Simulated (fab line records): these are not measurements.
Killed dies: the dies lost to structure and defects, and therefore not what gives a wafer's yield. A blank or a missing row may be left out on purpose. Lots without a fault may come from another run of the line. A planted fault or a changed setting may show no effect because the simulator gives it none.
A single fault, viewed from 2 desks -- flow gf180mcu -- only its own numbers are on each desk; what lay behind them is given at the end

## THE METROLOGY DESK
Means of the sampled wafers that have a number, per lot and without regard to the tool the lot ran on: this is what the gauges read. If a lot's mean is further than 4 standard deviations from the usual mean, the lot is out of limits and carries the mark OUT (the distance appears in the brackets).
Columns: A = V1_CVD_02_THK at GF_V1_THK_MEAS_03, usual 850 nm; B = cd-nm at GF_V1_CD_MEAS_14, usual 259.7 nm
lot,first seen here,A,B
L508,day 16 22:44,853,260.9
L509,day 17 13:40,838,260.5
L510,day 17 17:56,861,261.4
L512,day 18 18:34,838,258.4
L516,day 20 06:55,852,260.2
L520,day 21 12:49,851,261.4
L523,day 22 12:59,839,258.0
L525,day 24 00:02,851,259.9
L526,day 24 01:12,854,259.9
L527,day 24 06:34,859,257.7
L528,day 24 08:05,844,258.9
L529,day 24 10:34,848,261.3
L530,day 25 02:19,856,259.2
L531,day 25 14:45,850,258.9
This desk found nothing out of limits on any of the 14 lots.

## DESK OF THE TOOL OWNER: pvd-sputter-04
The tool's own readings at GF_M2_SPUTTER_00 (material Ti, target thk 37.5 nm, time 150 s): means of the sampled wafers that have a number, for each lot that ran on this tool. If a lot's mean is further than 4 standard deviations from the usual mean, the lot is out of limits and carries the mark OUT (the distance appears in the brackets).
Columns: A = chamber-pressure-pa at GF_M2_SPUTTER_00, usual 2.000 Pa; B = throttle-valve-pct at GF_M2_SPUTTER_00, usual 29.7 %
lot,first seen here,A,B
L512,day 19 20:34,2.002,28.9
L516,day 21 08:40,2.205 (+54) OUT,28.1
L520,day 22 13:19,2.202 (+53) OUT,27.4
L526,day 25 01:10,1.995,29.0
L527,day 25 06:49,1.999,29.7
This desk's verdict: out of limits on L516, L520, starting with L516 at day 21 08:40 (chamber-pressure-pa at GF_M2_SPUTTER_00). L512, L526, L527 stayed within limits.

## TAKEN TOGETHER
On L516, L520, at day 21 08:40, an alarm was possible from the tool owner's desk.
From the metrology desk's view, nothing was out of limits.
The metrology desk has L516, L520 on record, within its limits.
On pvd-sputter-04, each named lot ran GF_M2_SPUTTER_00.

## WHAT WAS PUT IN BY THE SIMULATOR
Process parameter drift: pvd-sputter-04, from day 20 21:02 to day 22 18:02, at GF_M2_SPUTTER_00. A move of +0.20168 in setting chamber-pressure-pa, from 2. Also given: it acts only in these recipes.
Lots struck among those shown: L516, L520.
Time in hours from fault onset to the first out-of-limits reading at each desk: the tool owner's desk, 12.
